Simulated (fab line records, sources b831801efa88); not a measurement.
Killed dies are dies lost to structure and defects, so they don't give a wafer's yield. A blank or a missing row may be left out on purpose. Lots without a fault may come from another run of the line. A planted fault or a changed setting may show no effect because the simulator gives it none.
Which tool did it? | flow gf180mcu | 15 lots, 45 wafers sampled, at 4 steps of a route of 602

WHAT THE GAUGES READ, wafer by wafer
GF_V1_THK_MEAS_03.
lot  | measured     | on            | V1_CVD_02_THK (nm)
L224 | day 17 10:51 | film_metro-03 | 836 835 849
L225 | day 17 20:10 | film_metro-03 | 860 856 867
L226 | day 18 06:38 | film_metro-04 | 847 849 855
L227 | day 18 16:57 | film_metro-04 | 851 857 863
L228 | day 19 04:50 | film_metro-04 | 843 876 881
L229 | day 19 19:15 | film_metro-03 | 845 844 871
L230 | day 19 20:33 | film_metro-02 | 858 853 838
L231 | day 20 12:17 | film_metro-03 | 841 860 864
L233 | day 21 06:13 | film_metro-04 | 818 837 821
L234 | day 21 13:16 | film_metro-04 | 829 857 841
L235 | day 21 16:31 | film_metro-02 | 849 852 867
L242 | day 24 07:31 | film_metro-04 | 851 852 866
L244 | day 24 17:35 | film_metro-02 | 840 832 847
L245 | day 25 03:31 | film_metro-02 | 851 865 856
L246 | day 25 14:21 | film_metro-04 | 851 858 872

GF_V1_CD_MEAS_14: target cd 260 nm.
lot  | measured     | on        | cd_nm (nm)
L224 | day 18 11:00 | cd_sem-02 | 262.1 261.6 261.2
L225 | day 18 21:33 | cd_sem-01 | 259.8 261.0 260.3
L226 | day 19 06:49 | cd_sem-02 | 260.6 261.3 261.5
L227 | day 19 17:52 | cd_sem-02 | 258.5 259.1 259.7
L228 | day 20 05:55 | cd_sem-01 | 262.1 261.6 261.4
L229 | day 20 19:44 | cd_sem-01 | 258.4 257.4 258.4
L230 | day 20 21:02 | cd_sem-01 | 260.0 261.1 262.7
L231 | day 21 12:59 | cd_sem-01 | 260.3 261.3 261.8
L233 | day 22 06:24 | cd_sem-01 | 230.6 231.1 230.7
L234 | day 22 13:27 | cd_sem-01 | 232.5 232.8 231.7
L235 | day 22 16:03 | cd_sem-01 | 230.6 230.9 230.5
L242 | day 25 06:36 | cd_sem-01 | 260.2 258.3 260.0
L244 | day 25 16:00 | cd_sem-02 | 262.6 261.3 259.8
L245 | day 26 00:28 | cd_sem-02 | 260.3 259.9 260.4
L246 | day 26 12:27 | cd_sem-01 | 260.0 259.9 260.2

GF_V1_OVL_MEAS_15.
lot  | measured     | on         | V1_OVL (nm)
L224 | day 18 11:07 | overlay-02 | 11 6 4
L225 | day 18 21:40 | overlay-02 | -6 -1 -9
L226 | day 19 06:56 | overlay-02 | -1 2 -7
L227 | day 19 17:59 | overlay-02 | 5 2 7
L228 | day 20 06:02 | overlay-02 | -1 -2 -11
L229 | day 20 19:51 | overlay-01 | -1 -7 -13
L230 | day 20 21:09 | overlay-02 | 5 0 0
L231 | day 21 13:06 | overlay-02 | 4 -4 11
L233 | day 22 06:31 | overlay-01 | 14 6 10
L234 | day 22 13:34 | overlay-01 | -4 -4 -5
L235 | day 22 16:10 | overlay-01 | 11 7 7
L242 | day 25 06:43 | overlay-01 | 6 3 -1
L244 | day 25 16:07 | overlay-02 | 2 3 7
L245 | day 26 00:34 | overlay-02 | -3 0 -5
L246 | day 26 12:34 | overlay-02 | -2 -1 0

WHICH TOOL RAN EACH LOT (tool, then ch and the chambers of the sampled wafers, then the start)
lot  | GF_V1_SOFTBAKE_10
L224 | litho_track-02 ch 0, day 17 23:00
L225 | litho_track-02 ch 0, day 18 09:00
L226 | litho_track-02 ch 0, day 18 18:00
L227 | litho_track-03 ch 0, day 19 05:00
L228 | litho_track-02 ch 0, day 19 17:00
L229 | litho_track-04 ch 0, day 20 07:00
L230 | litho_track-04 ch 0, day 20 09:00
L231 | litho_track-03 ch 0, day 21 00:00
L233 | litho_track-03 ch 0, day 21 18:00
L234 | litho_track-03 ch 0, day 22 01:00
L235 | litho_track-03 ch 0, day 22 04:00
L242 | litho_track-04 ch 0, day 24 19:00
L244 | litho_track-04 ch 0, day 25 05:00
L245 | litho_track-02 ch 0, day 25 14:00
L246 | litho_track-04 ch 0, day 26 01:00
- GF_V1_SOFTBAKE_10: time 60 s.

WHAT THE TOOLS THEMSELVES READ (means of the sampled wafers that have a number; where no wafer has one, the mark that the record gives instead)
GF_V1_SOFTBAKE_10.
lot  | tool           | chill_plate_temp_C (C) | heater_power_total_W (W) | plate_temp_C (C)
L224 | litho_track-02 | 23.03                  | 93.07                    | 129.99
L225 | litho_track-02 | 22.96                  | 93.08                    | 130.02
L226 | litho_track-02 | 23.01                  | 92.99                    | 130.04
L227 | litho_track-03 | 22.88                  | 93.04                    | 130.00
L228 | litho_track-02 | 23.11                  | 93.02                    | 129.91
L229 | litho_track-04 | 22.92                  | 93.10                    | 130.00
L230 | litho_track-04 | 23.04                  | 93.10                    | 129.91
L231 | litho_track-03 | 22.91                  | 93.07                    | 129.92
L233 | litho_track-03 | 23.12                  | 77.98                    | 113.73
L234 | litho_track-03 | 22.89                  | 77.99                    | 113.67
L235 | litho_track-03 | 22.98                  | 77.97                    | 113.63
L242 | litho_track-04 | 22.98                  | 93.02                    | 129.89
L244 | litho_track-04 | 22.99                  | 93.02                    | 129.96
L245 | litho_track-02 | 22.97                  | 93.05                    | 130.05
L246 | litho_track-04 | 23.02                  | 92.94                    | 130.02

THE ANSWER, worked out from the rows above alone
Rule: what is usual is taken from the lots themselves. Put in order of their means at a reading, lots are off if they are a third of the lots or fewer, leave a main group of 4 or more, and stand apart from it by a gap of 3 or more times the standard deviation of the main group's means; of several such gaps the widest counts. A main group whose means are all the same, to the digits that the tables above print for the reading, isn't used. A lot without any number at a reading at which 4 lots or more have one is off too. The other lots that the step has rows for count as sound. The gauges are gone through in route order, then the tools' own readings, and for those a lot's mean is taken as printed above. The first step at which some lot is off is used, and at that step the reading that is off furthest; a lot without a number counts as furthest.
Off: L233, L234, L235, at GF_V1_CD_MEAS_14 (cd_nm). The main group: mean 260.4 nm, standard deviation 1.1.
A tool fits if, at a process step before that reading, it ran every lot that is off, and no sound lot after the first of them. The gauges at GF_V1_CD_MEAS_14 aren't tried: what is off there is off at GF_V1_SOFTBAKE_10 too, on other tools, and a gauge's error can't cause that. One fits: litho_track-03 at GF_V1_SOFTBAKE_10. Its last sound lot is L231 (day 21 00:00), its first lot that is off L233 (day 21 18:00): a fault that began between those two fits.
The tool's own readings at GF_V1_SOFTBAKE_10 bear it out: on the lots that are off they differ by more than 5 times the standard deviation of the sound lots' means. heater_power_total_W reads 77.98 W there against 93.04 W on the sound lots; plate_temp_C reads 113.68 C there against 129.98 C on the sound lots.

WHAT THE SIMULATOR HAD PUT IN
Process parameter drift: litho_track-03, from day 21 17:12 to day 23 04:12, at GF_V1_SOFTBAKE_10. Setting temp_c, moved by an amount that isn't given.
Lots struck among those shown: L233, L234, L235. The rule above found the same.
